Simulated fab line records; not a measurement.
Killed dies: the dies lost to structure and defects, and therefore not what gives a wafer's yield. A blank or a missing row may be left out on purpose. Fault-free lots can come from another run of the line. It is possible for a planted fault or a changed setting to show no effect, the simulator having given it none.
fab line records	flow sky130
record lots=7	wafers=21	last_day=50
route steps=708 shown PWDE@54 NWELL@56 PAD_OPEN@708
lots with no fault: from the same line, run without faults
start_h: start of the lot's first displayed wafer, in hours after the record's first day	wait_h: how many hours have passed since the lot's step before this one	" unchanged from the row above	L1.1+2: several wafers, shown together as one row	- no value present, or no start provided	* or withheld: withheld	< > ~ a bound
route shown NAME@n: NAME is a module with steps in the file, n the number in the route of the first one	usual: the fault-free wafers' mean and standard deviation	same: alike in all rows	chamber/n: place in a boat	sites: the reading at each site	_std_site: the standard deviation of these	_edge_site: the outer-site mean with the inner-site mean subtracted	radius_mm: for every site, how far away it sits from the centre of the wafer	mask NAME#n: copy n	behind: the last tool/chamber to shape the wafer	hold: reason for holding the lot/hours on hold/outcome of the hold	device: which transistor (n, p or np) failed to switch	end of line: at the end of the route, the tests of the same wafers	for a step that has no rows: nothing shown but its recipe	killed: at the first sort, the dies lost to defects and structure; wafer yield is something else	map: shows each die of a wafer: x if killed, . if not, _ if none is there
set.NAME: the setting the step ran with; set.NAME@STEP: the setting that earlier step ran with	model.NAME: the simulator's own value behind a step, which no gauge read
lots at some steps of the route; a table a step, a row a wafer
services: the hour from which a tool's chamber was out of use, counted from the record's first day as start_h (under 0 if before that day), plus the number of hours and why
## steps
# step SKY_PWDE_STRIP_09
# recipe chemistry=O2/N2	power_w=1400	pressure_mtorr=1500	platen_temp_c=withheld	o2_flow_sccm=3000	n2_flow_sccm=300	overash_fraction=0.5
# usual drypump_motor_current_A=5.8/0.46	oes_product_au=0.722/0.0044	strip_time_to_endpoint_s=36.96/0.087
lot.wafer	tool	chamber	start_h	wait_h	drypump_motor_current_A	oes_product_au	rf_hours_counter_h	strip_time_to_endpoint_s
L563.1	plasma_asher-02	1	77.51	0.1	5.6	0.720	28	36.86
L563.2	"	0	"	"	5.0	0.725	28	36.85
L563.3	"	1	"	"	5.6	0.722	-	36.96
L564.1	plasma_asher-03	0	92.79	0.1	6.0	0.719	39	37.01
L564.5	"	0	"	"	6.0	0.727	-	37.08
L564.6	"	1	"	"	6.2	0.726	-	37.03
L572.1	plasma_asher-01	1	132.32	0.1	5.4	0.724	43	36.80
L572.4	"	0	"	"	6.3	0.726	-	36.76
L572.5	"	0	"	"	6.4	0.720	-	36.81
L573.2	plasma_asher-03	0	133.14	0.1	6.1	0.725	1	36.98
L573.4	"	0	"	"	6.1	0.723	-	36.97
L573.6	"	1	"	"	6.2	0.722	-	36.96
L574.2	plasma_asher-03	1	140.32	0.1	6.2	0.717	2	36.95
L574.4	"	0	"	"	6.1	0.728	-	36.91
L574.5	"	0	"	"	6.1	0.730	-	36.89
L578.1	plasma_asher-01	0	173.92	0.1	6.3	0.715	47	36.98
L578.2	"	1	"	"	5.4	0.723	47	36.96
L578.4	"	0	"	"	6.3	0.726	-	36.97
L582.1	plasma_asher-03	1	184.74	0.1	6.2	0.724	7	37.01
L582.4	"	1	"	"	6.2	0.719	-	36.91
L582.6	"	1	"	"	6.2	0.723	-	37.03
# step SKY_PWDE_TW_MEAS_10
# usual PWDE_TW=373/3.1
lot.wafer	tool	chamber	start_h	wait_h	PWDE_TW
L563.1	film_metro-04	-	77.61	0.1	367
L563.2	"	-	"	"	366
L563.3	"	-	"	"	366
L564.1	film_metro-02	-	92.89	0.1	372
L564.5	"	-	"	"	371
L564.6	"	-	"	"	373
L572.1	film_metro-04	-	132.42	0.1	371
L572.4	"	-	"	"	369
L572.5	"	-	"	"	369
L573.2	film_metro-04	-	133.25	0.1	372
L573.4	"	-	"	"	370
L573.6	"	-	"	"	371
L574.2	film_metro-01	-	140.43	0.1	371
L574.4	"	-	"	"	373
L574.5	"	-	"	"	372
L578.1	film_metro-01	-	174.02	0.1	376
L578.2	"	-	"	"	373
L578.4	"	-	"	"	376
L582.1	film_metro-02	-	184.84	0.1	375
L582.4	"	-	"	"	373
L582.6	"	-	"	"	374
# step SKY_NWELL_DEHYDRATE_03
# recipe temp_c=200	time_s=60
# step SKY_NWELL_HMDS_04
# recipe prime_time_s=60	prime_temp_c=120
# step SKY_NWELL_COAT_05
# recipe spin_rpm=2000	resist_thk_nm=3000
# step SKY_NWELL_SOFTBAKE_06
# recipe temp_c=110	time_s=withheld
# step SKY_NWELL_EXPOSE_07
# recipe mask_id=NWM	na=0.6	source_shape=conventional	sigma_outer=0.6	polarization=unpolarized	target_cd_nm=840	dose_mj=255
# step SKY_NWELL_PEB_08
# recipe temp_c=115	time_s=withheld
# step SKY_NWELL_DEVELOP_09
# recipe wall_angle_deg=90	developer=TMAH	develop_time_s=60	dev_temp_c=23
# step SKY_NWELL_OVL_MEAS_10
# usual NWELL_00_OVL=0.1/1.4
lot.wafer	tool	chamber	start_h	wait_h	NWELL_00_OVL[nm]
L563.1	overlay-01	-	94.32	-	0.3
L563.2	"	-	"	"	-0.1
L563.3	"	-	"	"	-0.3
L564.1	overlay-02	-	110.23	-	0.3
L564.5	"	-	"	"	0.6
L564.6	"	-	"	"	1.9
L572.1	overlay-01	-	151.81	-	0.0
L572.4	"	-	"	"	0.6
L572.5	"	-	"	"	-0.4
L573.2	overlay-02	-	152.96	-	-0.9
L573.4	"	-	"	"	0.8
L573.6	"	-	"	"	0.3
L574.2	overlay-02	-	159.68	-	0.3
L574.4	"	-	"	"	-0.1
L574.5	"	-	"	"	0.0
L578.1	overlay-02	-	194.62	-	-2.1
L578.2	"	-	"	"	0.1
L578.4	"	-	"	"	-2.3
L582.1	overlay-01	-	206.31	-	3.1
L582.4	"	-	"	"	0.3
L582.6	"	-	"	"	1.0
# step SKY_NWELL_IMPLANT_11
# recipe species=P	energy_kev=400	dose_cm2=1.9e+13	tilt_deg=withheld
# step SKY_NWELL_IMPLANT_12
# recipe species=P	energy_kev=120	dose_cm2=1.3e+12	tilt_deg=withheld
# step SKY_NWELL_IMPLANT_13
# recipe species=P	energy_kev=50	dose_cm2=7e+11	tilt_deg=withheld
# usual beam_energy_keV=50.001/0.013	dose_ions_cm2=7.001e+11/8.8e+08	end_station_pressure_torr=5e-06/2.9e-07	faraday_current_uA=3.94/0.075
lot.wafer	tool	chamber	start_h	wait_h	beam_energy_keV	dose_ions_cm2	end_station_pressure_torr	faraday_current_uA
L563.1	implanter-04	0	94.65	0.1	50.005	7.008e+11	5.06e-06	3.95
L563.2	"	0	"	"	50.009	7.009e+11	5.18e-06	4.02
L563.3	"	0	"	"	50.002	7.011e+11	4.41e-06	3.92
L564.1	implanter-03	0	110.56	0.1	49.998	7.008e+11	5.12e-06	3.88
L564.5	"	0	"	"	50.024	6.996e+11	4.96e-06	3.92
L564.6	"	0	"	"	50.030	6.999e+11	5.33e-06	4.03
L572.1	implanter-03	0	152.14	0.1	50.021	6.439e+11	5.17e-06	3.68
L572.4	"	0	"	"	49.988	6.425e+11	4.77e-06	3.51
L572.5	"	0	"	"	50.014	6.44e+11	5.26e-06	3.74
L573.2	implanter-03	0	153.32	0.1	49.988	6.428e+11	4.56e-06	3.58
L573.4	"	0	"	"	50.018	6.438e+11	5.35e-06	3.75
L573.6	"	0	"	"	50.015	6.43e+11	4.93e-06	3.70
L574.2	implanter-03	0	160.04	0.1	50.008	6.44e+11	4.69e-06	3.63
L574.4	"	0	"	"	49.970	6.448e+11	4.89e-06	3.55
L574.5	"	0	"	"	49.987	6.44e+11	5.37e-06	3.59
L578.1	implanter-01	0	194.95	0.1	49.986	6.995e+11	5.14e-06	3.97
L578.2	"	0	"	"	49.982	7.008e+11	5.17e-06	3.90
L578.4	"	0	"	"	50.023	6.996e+11	5.11e-06	3.93
L582.1	implanter-01	0	206.65	0.1	49.988	6.993e+11	4.98e-06	3.83
L582.4	"	0	"	"	50.017	6.994e+11	5.06e-06	3.90
L582.6	"	0	"	"	49.983	6.996e+11	4.65e-06	3.80
# step SKY_NWELL_STRIP_14
# recipe chemistry=O2/N2	power_w=1400	pressure_mtorr=1500	platen_temp_c=withheld	o2_flow_sccm=3000	n2_flow_sccm=300	overash_fraction=0.5
# usual drypump_motor_current_A=6.2/0.38	oes_product_au=0.723/0.0048	strip_time_to_endpoint_s=37.02/0.1
lot.wafer	tool	chamber	start_h	wait_h	drypump_motor_current_A	oes_product_au	rf_hours_counter_h	strip_time_to_endpoint_s
L563.1	plasma_asher-01	0	94.80	0.1	6.3	0.722	39	37.08
L563.2	"	1	"	"	5.4	0.725	39	37.05
L563.3	"	0	"	"	6.3	0.726	-	37.05
L564.1	plasma_asher-01	1	110.71	0.1	5.3	0.724	41	37.01
L564.5	"	0	"	"	6.3	0.721	-	37.03
L564.6	"	1	"	"	5.3	0.729	-	37.02
L572.1	plasma_asher-01	0	152.29	0.1	6.3	0.723	45	36.91
L572.4	"	0	"	"	6.3	0.727	-	37.03
L572.5	"	0	"	"	6.3	0.720	-	37.07
L573.2	plasma_asher-04	1	153.44	0.1	6.6	0.724	48	37.26
L573.4	"	0	"	"	6.4	0.721	-	37.22
L573.6	"	0	"	"	6.4	0.719	-	37.13
L574.2	plasma_asher-03	0	160.16	0.1	6.0	0.724	4	37.11
L574.4	"	0	"	"	6.0	0.718	-	36.95
L574.5	"	0	"	"	6.1	0.719	-	37.09
L578.1	plasma_asher-01	1	195.10	0.1	5.4	0.726	50	36.99
L578.2	"	0	"	"	6.3	0.729	50	37.03
L578.4	"	1	"	"	5.4	0.729	-	37.08
L582.1	plasma_asher-03	0	206.80	0.1	6.0	0.727	10	36.88
L582.4	"	0	"	"	6.0	0.721	-	36.90
L582.6	"	1	"	"	6.2	0.733	-	36.81
# step SKY_PAD_OPEN_PROBE_99
# usual killed_at_M0_to_M3=43/7.2	killed_at_M4_up=3.3/2	killed_at_contacts=25/5.8	killed_at_front_end=15/4.5	killed_at_other=0.3/0.62	killed_dies=86/9.4	killed_on_rim=17/3.7	killed_open=47/7.1	killed_short=39/6
# same gross_dies=492	killed_at_back_side=0
lot.wafer	tool	chamber	start_h	wait_h	killed_at_M0_to_M3	killed_at_M4_up	killed_at_contacts	killed_at_front_end	killed_at_other	killed_dies	killed_on_rim	killed_open	killed_short	model.etest.pfet_16v.vt_v	model.etest.pfet_g5v0d10v5.vt_long_v	model.etest.pfet_01v8_lvt.vt_sat_v	model.etest.pfet_01v8_lvt.vt_v	model.etest.pfet_01v8_lvt.vt_long_v
L563.1	prober-01	-	1086.20	0.1	37	3	20	18	0	78	14	39	39	-1.102	-0.93	-0.4536	-0.545	-0.667
L563.2	prober-01	-	1086.25	0.1	38	1	22	23	2	86	14	45	39	-1.116	-0.946	-0.4621	-0.5517	-0.6725
L563.3	prober-01	-	1086.30	0.2	45	0	19	11	0	75	17	39	36	-1.117	-0.9395	-0.462	-0.5458	-0.6667
L564.1	prober-02	-	1101.26	0.1	47	4	27	12	2	92	16	42	49	-1.103	-0.9296	-0.4574	-0.5491	-0.672
L564.5	prober-02	-	1101.46	0.2	37	3	22	9	1	72	13	38	34	-1.088	-0.9159	-0.4583	-0.5498	-0.6688
L564.6	prober-02	-	1101.51	0.2	44	7	32	18	0	101	23	59	41	-1.097	-0.924	-0.4658	-0.5594	-0.6748
L572.1	prober-02	-	1139.39	0.1	35	1	29	20	1	86	9	50	36	-1.105	-0.9359	-0.4539	-0.5463	-0.6683
L572.4	prober-02	-	1139.54	0.2	39	7	21	13	0	80	22	42	38	-1.106	-0.9355	-0.4485	-0.5426	-0.6648
L572.5	prober-02	-	1139.59	0.2	46	5	26	14	0	91	20	50	41	-1.097	-0.9243	-0.4483	-0.5428	-0.6657
L573.2	prober-01	-	1140.12	0.1	44	4	22	13	0	83	18	42	40	-1.093	-0.9256	-0.4429	-0.5369	-0.6568
L573.4	prober-01	-	1140.22	0.2	40	5	21	23	1	90	17	49	41	-1.093	-0.9232	-0.4434	-0.5356	-0.659
L573.6	prober-01	-	1140.32	0.2	42	4	24	14	0	84	9	49	35	-1.089	-0.9252	-0.4403	-0.5322	-0.6536
L574.2	prober-02	-	1147.71	0.1	48	4	32	8	2	94	18	48	46	-1.136	-0.9574	-0.4622	-0.5546	-0.6722
L574.4	prober-02	-	1147.81	0.2	51	4	28	14	0	97	22	49	48	-1.128	-0.9496	-0.4633	-0.5544	-0.6698
L574.5	prober-02	-	1147.86	0.2	60	2	28	12	0	102	15	55	47	-1.134	-0.9536	-0.4604	-0.5526	-0.6729
L578.1	prober-01	-	1181.12	0.1	43	5	28	22	0	98	20	38	59	-1.119	-0.9443	-0.4601	-0.5488	-0.6682
L578.2	prober-01	-	1181.17	0.1	43	1	20	15	0	79	19	48	30	-1.106	-0.9422	-0.4464	-0.54	-0.6683
L578.4	prober-01	-	1181.27	0.2	33	4	19	14	0	70	14	37	33	-1.098	-0.9255	-0.443	-0.5357	-0.6588
L582.1	prober-02	-	1189.89	0.1	62	2	32	14	0	110	23	63	46	-1.102	-0.9313	-0.4627	-0.5546	-0.6742
L582.4	prober-02	-	1190.04	0.2	48	6	32	10	2	98	15	55	42	-1.095	-0.9287	-0.4591	-0.5533	-0.674
L582.6	prober-02	-	1190.14	0.2	53	4	28	18	0	103	15	65	38	-1.108	-0.9329	-0.4646	-0.5577	-0.6751
# killed by level:class
L563.1 LI_CONTACT:geometric_particle:open=7 FIELD_ISO:geometric_particle:open=6 VIA2:geometric_particle:open=6 VIA2:geometric_particle:short=6 LOCAL_INTERCONNECT:geometric_particle:short=5 VIA1:geometric_particle:open=5 FIELD_ISO:geometric_particle:short=4 VIA1:geometric_particle:short=4
L563.2 CONTACT:geometric_particle:open=12 VIA1:geometric_particle:open=12 FIELD_ISO:geometric_particle:short=6 METAL1:geometric_particle:short=5 METAL2:geometric_particle:short=5 FIELD_ISO:geometric_particle:open=4 POLY_GATE:geometric_particle:open=3 POLY_GATE:geometric_particle:short=3
L563.3 VIA1:geometric_particle:open=10 VIA2:geometric_particle:open=10 METAL2:geometric_particle:short=9 FIELD_ISO:geometric_particle:short=6 LI_CONTACT:geometric_particle:open=4 CONTACT:geometric_particle:short=4 CONTACT:geometric_particle:open=4 VIA3:geometric_particle:open=4
L564.1 VIA1:geometric_particle:short=8 CONTACT:geometric_particle:open=8 VIA1:geometric_particle:open=8 METAL1:geometric_particle:short=7 CONTACT:geometric_particle:short=6 VIA3:geometric_particle:short=5 LI_CONTACT:geometric_particle:short=5 LI_CONTACT:geometric_particle:open=5
L564.5 VIA1:geometric_particle:open=9 CONTACT:geometric_particle:short=8 CONTACT:geometric_particle:open=7 VIA2:geometric_particle:open=6 LI_CONTACT:geometric_particle:open=5 METAL1:geometric_particle:short=5 POLY_GATE:geometric_particle:short=4 POLY_GATE:geometric_particle:open=3
L564.6 VIA1:geometric_particle:open=12 CONTACT:geometric_particle:open=11 CONTACT:geometric_particle:short=9 VIA2:geometric_particle:open=8 LI_CONTACT:geometric_particle:open=8 POLY_GATE:geometric_particle:short=5 POLY_GATE:geometric_particle:open=4 VIA3:geometric_particle:short=4
L572.1 VIA1:geometric_particle:open=10 LI_CONTACT:geometric_particle:open=8 VIA3:geometric_particle:open=8 LOCAL_INTERCONNECT:geometric_particle:short=7 FIELD_ISO:geometric_particle:short=6 VIA3:geometric_particle:short=6 CONTACT:geometric_particle:open=5 CONTACT:geometric_particle:short=5
L572.4 CONTACT:geometric_particle:open=9 VIA1:geometric_particle:open=8 METAL2:geometric_particle:short=7 VIA1:geometric_particle:short=6 VIA2:geometric_particle:open=6 METAL4:geometric_particle:short=6 FIELD_ISO:geometric_particle:short=5 LI_CONTACT:geometric_particle:open=5
L572.5 CONTACT:geometric_particle:open=10 VIA1:geometric_particle:open=9 VIA2:geometric_particle:open=7 VIA3:geometric_particle:open=7 VIA1:geometric_particle:short=6 POLY_GATE:geometric_particle:open=5 CONTACT:geometric_particle:short=5 METAL4:geometric_particle:short=5
L573.2 VIA1:geometric_particle:open=9 VIA3:geometric_particle:open=9 LI_CONTACT:geometric_particle:open=7 VIA1:geometric_particle:short=6 CONTACT:geometric_particle:open=5 POLY_GATE:geometric_particle:short=4 LOCAL_INTERCONNECT:geometric_particle:short=4 CONTACT:geometric_particle:short=4
L573.4 VIA1:geometric_particle:open=9 FIELD_ISO:geometric_particle:open=7 LI_CONTACT:geometric_particle:open=7 CONTACT:geometric_particle:open=7 VIA2:geometric_particle:open=7 VIA3:geometric_particle:open=6 FIELD_ISO:geometric_particle:short=5 METAL1:geometric_particle:short=5
L573.6 VIA1:geometric_particle:open=14 CONTACT:geometric_particle:open=11 VIA2:geometric_particle:open=10 FIELD_ISO:geometric_particle:open=5 CONTACT:geometric_particle:short=5 METAL1:geometric_particle:short=5 VIA2:geometric_particle:short=5 LI_CONTACT:geometric_particle:short=4
L574.2 CONTACT:geometric_particle:open=12 VIA1:geometric_particle:open=12 VIA1:geometric_particle:short=10 LI_CONTACT:geometric_particle:open=9 METAL2:geometric_particle:short=9 LI_CONTACT:geometric_particle:short=5 POLY_GATE:geometric_particle:short=4 LOCAL_INTERCONNECT:geometric_particle:short=4
L574.4 VIA1:geometric_particle:open=13 CONTACT:geometric_particle:open=9 LI_CONTACT:geometric_particle:open=8 METAL2:geometric_particle:short=7 VIA2:geometric_particle:short=6 LOCAL_INTERCONNECT:geometric_particle:short=6 VIA2:geometric_particle:open=6 METAL1:geometric_particle:short=5
L574.5 VIA3:geometric_particle:open=11 VIA1:geometric_particle:open=11 METAL2:geometric_particle:short=11 CONTACT:geometric_particle:open=8 VIA2:geometric_particle:open=8 LI_CONTACT:geometric_particle:open=7 METAL1:geometric_particle:short=7 POLY_GATE:geometric_particle:short=6
L578.1 FIELD_ISO:geometric_particle:short=9 CONTACT:geometric_particle:open=9 VIA1:geometric_particle:open=8 METAL1:geometric_particle:short=8 METAL2:geometric_particle:short=7 CONTACT:geometric_particle:short=6 LI_CONTACT:geometric_particle:short=5 LI_CONTACT:geometric_particle:open=5
L578.2 CONTACT:geometric_particle:open=11 VIA1:geometric_particle:open=10 VIA3:geometric_particle:open=6 POLY_GATE:geometric_particle:open=5 METAL1:geometric_particle:short=5 LI_CONTACT:geometric_particle:open=5 VIA1:geometric_particle:short=5 VIA2:geometric_particle:open=5
L578.4 CONTACT:geometric_particle:open=6 LI_CONTACT:geometric_particle:open=5 CONTACT:geometric_particle:short=5 METAL2:geometric_particle:short=5 POLY_GATE:geometric_particle:open=4 VIA2:geometric_particle:open=4 VIA1:geometric_particle:open=4 VIA3:geometric_particle:open=4
L582.1 VIA1:geometric_particle:open=15 VIA3:geometric_particle:open=13 CONTACT:geometric_particle:open=12 METAL1:geometric_particle:short=8 LI_CONTACT:geometric_particle:open=8 VIA1:geometric_particle:short=7 FIELD_ISO:geometric_particle:short=6 LOCAL_INTERCONNECT:geometric_particle:short=5
L582.4 VIA1:geometric_particle:open=15 LI_CONTACT:geometric_particle:open=10 CONTACT:geometric_particle:open=8 VIA1:geometric_particle:short=8 CONTACT:geometric_particle:short=5 VIA3:geometric_particle:open=5 VIA2:geometric_particle:open=5 METAL4:geometric_particle:short=5
L582.6 VIA1:geometric_particle:open=18 CONTACT:geometric_particle:open=10 VIA3:geometric_particle:open=10 VIA2:geometric_particle:open=8 CONTACT:geometric_particle:short=7 POLY_GATE:geometric_particle:short=6 FIELD_ISO:geometric_particle:open=5 POLY_GATE:geometric_particle:open=4
## services
tool	chamber	start_h	hours	kind
plasma_asher-03	-	60.66	5.5	repair
plasma_asher-01	-	73.95	10.8	repair
plasma_asher-04	-	78.23	2.8	pm
plasma_asher-03	-	108.75	9.0	pm
plasma_asher-03	0	108.75	9.0	vent_cycle
plasma_asher-03	1	108.75	9.0	vent_cycle
implanter-03	-	115.90	2.9	repair
plasma_asher-03	0	117.75	-	clean
plasma_asher-03	1	117.75	-	clean
plasma_asher-04	-	142.19	0.4	repair
implanter-04	-	151.05	13.1	pm
plasma_asher-04	-	157.71	30.0	pm
implanter-01	-	163.23	5.3	repair
implanter-01	-	168.55	2.3	pm
plasma_asher-02	-	173.78	0.4	repair
implanter-01	-	175.13	2.1	repair
implanter-01	-	175.66	8.8	repair
implanter-03	-	179.63	2.9	repair
## key
first_sign step=SKY_NWELL_IMPLANT_13	reading=dose_ions_cm2	direction=down	sigmas=64	usual=*	struck=*
effect step=SKY_NWELL_IMPLANT_13	reading=faraday_current_uA	direction=down	sigmas=4.1	usual=3.94	struck=3.64
model_effect step=SKY_PAD_OPEN_PROBE_99	value=etest.pfet_16v.vt_v	without=-1.133	struck=-1.109
met_at SKY_NWELL_IMPLANT_13
struck_wafers L572.1,L572.4,L572.5,L573.2,L573.4,L573.6,L574.2,L574.4,L574.5
tester_left_out L572,L573,L574
onset_between 110.56 152.14
fault kind=process_parameter_drift	tool=implanter-03	chamber=-	onset_h=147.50	steps=SKY_NWELL_IMPLANT_13	channel=dose_cm2	offset=*	shape=step	end_h=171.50	acts_in=*	stated=*
# tester_left_out: of these lots the tester's yield and bins aren't shown, on N5 and GAA mostly nor the transistor test; their killed dies are dies lost to structure and defects alone, not to doping, threshold or leakage, so they don't give the yield
